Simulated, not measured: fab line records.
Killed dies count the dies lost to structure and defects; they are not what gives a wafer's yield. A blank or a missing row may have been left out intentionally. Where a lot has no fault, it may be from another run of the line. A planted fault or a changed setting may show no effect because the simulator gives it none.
What tool caused it? | flow sky130 | Sampling: 11 lots, 33 wafers, 3 of 708 route steps

== WHAT EACH GAUGE READ, for each wafer ==
SKY_METAL5_THK_MEAS_06: measures by xrf.
lot  | measured     | on            | METAL5_ALCU_THK (nm)
L767 | day 42 21:37 | film metro-01 | 1151 1156 1154
L769 | day 43 14:14 | film metro-01 | 1129 1133 1147
L771 | day 44 02:42 | film metro-04 | 1135 1147 1138
L774 | day 44 14:40 | film metro-01 | 1158 1143 1139
L773 | day 44 19:13 | film metro-01 | 1136 1133 1125
L775 | day 45 03:40 | film metro-01 | 1130 1142 1135
L777 | day 45 15:07 | film metro-04 | 1128 1136 1134
L782 | day 46 20:41 | film metro-04 | 1116 1121 1132
L784 | day 47 10:52 | film metro-01 | 1139 1136 1144
L785 | day 47 16:09 | film metro-01 | 1121 1122 1138
L788 | day 48 08:16 | film metro-04 | 1144 1139 1153

== WHAT TOOL EACH LOT RAN ON (gives the tool, then ch and the chambers of the sampled wafers, and finally the start) ==
lot  | SKY_VIA4_CMP_02               | SKY_METAL5_SPUTTER_04
L767 | cmp-01 ch 0,1, day 41 20:03   | pvd sputter-02, day 42 21:26
L769 | cmp-02 ch 0,1,2, day 42 13:45 | pvd sputter-03, day 43 14:04
L771 | cmp-01 ch 0,1,2, day 43 02:16 | pvd sputter-01, day 44 02:31
L774 | cmp-02 ch 1,2, day 43 14:37   | pvd sputter-03, day 44 14:29
L773 | cmp-01 ch 0,1,3, day 43 19:07 | pvd sputter-03, day 44 19:02
L775 | cmp-01 ch 2,3, day 44 03:03   | pvd sputter-01, day 45 03:29
L777 | cmp-01 ch 0,2, day 44 16:15   | pvd sputter-01, day 45 14:56
L782 | cmp-01 ch 0,1,3, day 45 22:16 | pvd sputter-02, day 46 20:31
L784 | cmp-02 ch 1,2,3, day 46 12:57 | pvd sputter-02, day 47 10:42
L785 | cmp-01 ch 0,1, day 46 18:13   | pvd sputter-01, day 47 15:58
L788 | cmp-01 ch 0,1,2, day 47 11:22 | pvd sputter-02, day 48 08:03
- SKY_VIA4_CMP_02: polishes SiO2.
- SKY_METAL5_SPUTTER_04: material TiN, target thk 70 nm, time 58.3 s.

== THE ANSWER, worked out from the rows above alone ==
Rule: usual is defined by the lots themselves. Put in order of their means at a reading, lots are off if they are a third of the lots or fewer, leave a main group of 4 or more, and stand apart from it by a gap of 3 or more times the standard deviation of the main group's means; of several such gaps the widest counts. If all means in a main group match to the digits the tables above print for the reading, that group is not used. A lot without any number at a reading at which 4 lots or more have one is off too. Any other lot the step has rows for is counted as sound.
No lot is off at any reading shown: from this, nothing can be told.

== WHAT HAD BEEN PUT IN BY THE SIMULATOR ==
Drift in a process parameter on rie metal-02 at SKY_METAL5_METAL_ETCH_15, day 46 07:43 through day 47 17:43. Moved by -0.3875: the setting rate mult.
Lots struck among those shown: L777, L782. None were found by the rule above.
